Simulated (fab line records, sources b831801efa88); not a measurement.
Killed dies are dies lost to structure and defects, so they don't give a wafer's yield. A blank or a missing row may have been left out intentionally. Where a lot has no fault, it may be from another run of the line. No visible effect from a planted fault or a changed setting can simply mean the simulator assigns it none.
A struck lot beside a sound one / flow sfq-line / 13 steps out of a route of 325
Sound: the wafers L767.1, L767.3, L767.4. Struck: wafer L777.5 (left out: L777.6, a lot-mate that was not struck); the cause follows at the end.
Per side, at each step with rows, come the tool, then ch with its chambers, and then its first start. Under that, the readings that differ: sound wafers / struck wafers / difference of the means / sigmas: that difference in standard deviations of wafers without a fault.
alike: words and numbers the same on both sides, and readings whose means are apart by under 2 such deviations; not compared: readings that were withheld, readings missing a value for some wafer, numbers with overlapping values and no deviation given by the record, and bounds like >300 which may hide the same value.
The two part at a step that has a row with sigmas, a row that says differs or no value, or rows on one side only. Numbers that don't overlap but have no deviation are shown without sigmas and don't part them. Lack of a reading on every wafer of one side parts them only where that side has two or more wafers.

first, 1 step without rows for these wafers: SFQ_TRILAYER_M4_DEP_PRE_CLEAN_092 (time 22.5 s).
SFQ_TRILAYER_M4_DEP_SPUTTER_091: material Nb, target thk 200 nm, time 133.3 s.
  sound: pvd-sputter-03 at day 43 23:49; struck: pvd-sputter-03 at day 47 08:17
reading=base-pressure-pa (Pa); sound=1.32e-06 1.43e-06 1.49e-06; struck=1.17e-06; difference=-2.43e-07; sigmas=-3
  alike: chamber-pressure-pa, throttle-valve-pct
SFQ_M4_RS_MEAS_924: the measuring method here is four-point-probe.
  sound: film-metro-01 at day 43 23:55; struck: film-metro-02 at day 47 08:25
  alike: M4_NB_RS
then, 6 steps without rows for these wafers: SFQ_TRILAYER_M4_LITHO_COAT_098 (resist thk 62 nm); SFQ_TRILAYER_M4_LITHO_COAT_093 (resist thk 600 nm); SFQ_TRILAYER_M4_LITHO_SOFTBAKE_097; SFQ_TRILAYER_M4_LITHO_EXPOSE_094 (exposes mask M4, target cd 500 nm); SFQ_TRILAYER_M4_LITHO_PEB_096 (peb time 60 s); SFQ_TRILAYER_M4_LITHO_DEVELOP_095 (time 60 s).
SFQ_M4_OVL_MEAS_926:
  sound: overlay-02 at day 44 21:35; struck: overlay-02 at day 47 10:47
  alike: M4_OVL
SFQ_TRILAYER_M4_BARC_OPEN_METAL_ETCH_123: etches BARC in O2, target depth 125 nm, time 41.7 s.
  sound on rie-metal-03 ch 0,1, day 44 21:37; struck on rie-metal-03 ch 1, day 47 10:50
  alike: drypump-motor-current-A, oes-product-au, run-length-s
  not compared: rf-hours-counter-h
SFQ_TRILAYER_M4_ETCH_METAL_ETCH_096: etches Nb in Cl2/Ar, stops on SiO2, target depth 240 nm, time 120 s.
  sound on rie-metal-03 ch 1, day 44 21:41; struck on rie-metal-03 ch 1, day 47 10:56
reading=oes-product-au (a.u.); sound=0.892 0.892 0.894; struck=0.879; difference=-0.014; sigmas=-2
reading=run-length-s (s); sound=148.6 148.4 148.6; struck=152.4; difference=+3.9; sigmas=+5
  alike: drypump-motor-current-A
  not compared: rf-hours-counter-h, model.KrF_of_TRILAYER_M4_LITHO_COAT_093.thk-nm
SFQ_TRILAYER_M4_STRIP_STRIP_097: strips in O2.
  sound on rie-metal-03 ch 1, day 44 21:56; struck on rie-metal-03 ch 1, day 47 11:23
  alike: drypump-motor-current-A, oes-product-au
  not compared: rf-hours-counter-h

WHERE THEY PART
Last at SFQ_TRILAYER_M4_ETCH_METAL_ETCH_096 as far as this record goes, first at SFQ_TRILAYER_M4_DEP_SPUTTER_091. Later steps at which nothing parts them and some readings are alike: SFQ_TRILAYER_M4_STRIP_STRIP_097.

WHY: what the simulator had put in
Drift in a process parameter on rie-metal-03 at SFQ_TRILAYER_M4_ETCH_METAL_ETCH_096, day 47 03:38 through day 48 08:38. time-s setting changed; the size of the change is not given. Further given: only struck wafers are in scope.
